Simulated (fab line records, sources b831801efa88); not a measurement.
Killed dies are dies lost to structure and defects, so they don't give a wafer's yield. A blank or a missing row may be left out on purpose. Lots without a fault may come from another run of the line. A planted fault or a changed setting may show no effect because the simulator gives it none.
Tool commonality check | flow sky130 | 11 lots, 33 wafers sampled

WHY IT WAS OPENED
At SKY_GATE_OXIDE_THK_MEAS_02 the reading GATE_OXIDE_OXIDATION_00_THK is flagged on 2 of 11 lots. Wafers without a fault read 10.32 nm, standard deviation 0.2.
Rule: a lot is flagged when every wafer of it that has a number lies more than 4 standard deviations from that mean, or none has a number. The other lots count as sound.

lot  | measured     | on            | GATE_OXIDE_OXIDATION_00_THK (nm), wafer by wafer | flag
L928 | day 13 06:18 | film_metro-03 | 10.09 9.88 9.94                                  |
L929 | day 13 11:55 | film_metro-02 | 9.95 10.08 9.99                                  |
L930 | day 14 01:02 | film_metro-03 | 10.55 10.52 10.52                                |
L932 | day 14 14:10 | film_metro-02 | 10.21 10.21 10.34                                |
L936 | day 15 19:03 | film_metro-04 | 10.19 10.13 10.19                                |
L937 | day 16 10:41 | film_metro-02 | 10.61 10.39 10.56                                |
L938 | day 16 13:39 | film_metro-03 | 9.06 8.97 9.11                                   | FLAGGED
L940 | day 17 11:44 | film_metro-03 | 9.42 9.27 9.44                                   | FLAGGED
L941 | day 17 16:38 | film_metro-02 | 10.27 10.64 10.25                                |
L949 | day 20 11:47 | film_metro-03 | 10.24 10.46 10.29                                |
L950 | day 20 18:06 | film_metro-03 | 10.57 10.38 10.28                                |
The numbers of the flagged lots are 9.21 nm on average: -1.11 nm against the usual, or -6 standard deviations.

WHICH TOOL RAN EACH LOT
The record holds 1 process step before the reading, out of a route of 708 steps. In each cell: the tool, then ch and the chambers that the sampled wafers went through, then the start.
lot  | flag    | SKY_GATE_OXIDE_OXIDATION_01
L928 |         | furnace-02 ch 0, day 13 04:53
L929 |         | furnace-02 ch 0, day 13 10:28
L930 |         | furnace-01 ch 0, day 13 23:38
L932 |         | furnace-01 ch 0, day 14 12:45
L936 |         | furnace-02 ch 0, day 15 17:38
L937 |         | furnace-01 ch 0, day 16 09:17
L938 | FLAGGED | furnace-01 ch 0, day 16 12:14
L940 | FLAGGED | furnace-01 ch 0, day 17 10:20
L941 |         | furnace-02 ch 0, day 17 15:13
L949 |         | furnace-01 ch 0, day 20 10:22
L950 |         | furnace-02 ch 0, day 20 16:41
What these steps do:
- SKY_GATE_OXIDE_OXIDATION_01: stabilise 600 s, purge 300 s, target thk 10.268 nm.
- SKY_GATE_OXIDE_THK_MEAS_02

FLAGGED OVER TOTAL, TOOL BY TOOL (the gauges that took the reading come last)
step                        | tool          | lots run | flagged | share of the flagged lots | sound lots run after its first flagged lot
SKY_GATE_OXIDE_OXIDATION_01 | furnace-01    | 6        | 2       | all                       | 1 (L949)
SKY_GATE_OXIDE_OXIDATION_01 | furnace-02    | 5        | 0       | none                      | -
SKY_GATE_OXIDE_THK_MEAS_02  | film_metro-02 | 4        | 0       | none                      | -
SKY_GATE_OXIDE_THK_MEAS_02  | film_metro-03 | 6        | 2       | all                       | 2 (L949,L950)
SKY_GATE_OXIDE_THK_MEAS_02  | film_metro-04 | 1        | 0       | none                      | -

WHAT THE TABLE ALLOWS
2 rows of the table ran every flagged lot: furnace-01 at SKY_GATE_OXIDE_OXIDATION_01, film_metro-03 at SKY_GATE_OXIDE_THK_MEAS_02.
- furnace-01 at SKY_GATE_OXIDE_OXIDATION_01: 2 of its 6 lots flagged. Sound lots ran on it after the first flagged one (L949), which a lasting fault on the whole tool wouldn't allow. Its own readings lie more than 4 standard deviations out on every wafer of the flagged lots: spike_tc_centre_C, spike_tc_lower_C, spike_tc_top_C, spike_tc_upper_C, tube_center_temp_C, tube_center_temp_C_max.
- film_metro-03 at SKY_GATE_OXIDE_THK_MEAS_02: 2 of its 6 lots flagged. Sound lots ran on it after the first flagged one (L949, L950), which a lasting fault on the whole tool wouldn't allow.
No row of the table ran every flagged lot and no sound lot after the first.

WHAT THE SIMULATOR HAD PUT IN
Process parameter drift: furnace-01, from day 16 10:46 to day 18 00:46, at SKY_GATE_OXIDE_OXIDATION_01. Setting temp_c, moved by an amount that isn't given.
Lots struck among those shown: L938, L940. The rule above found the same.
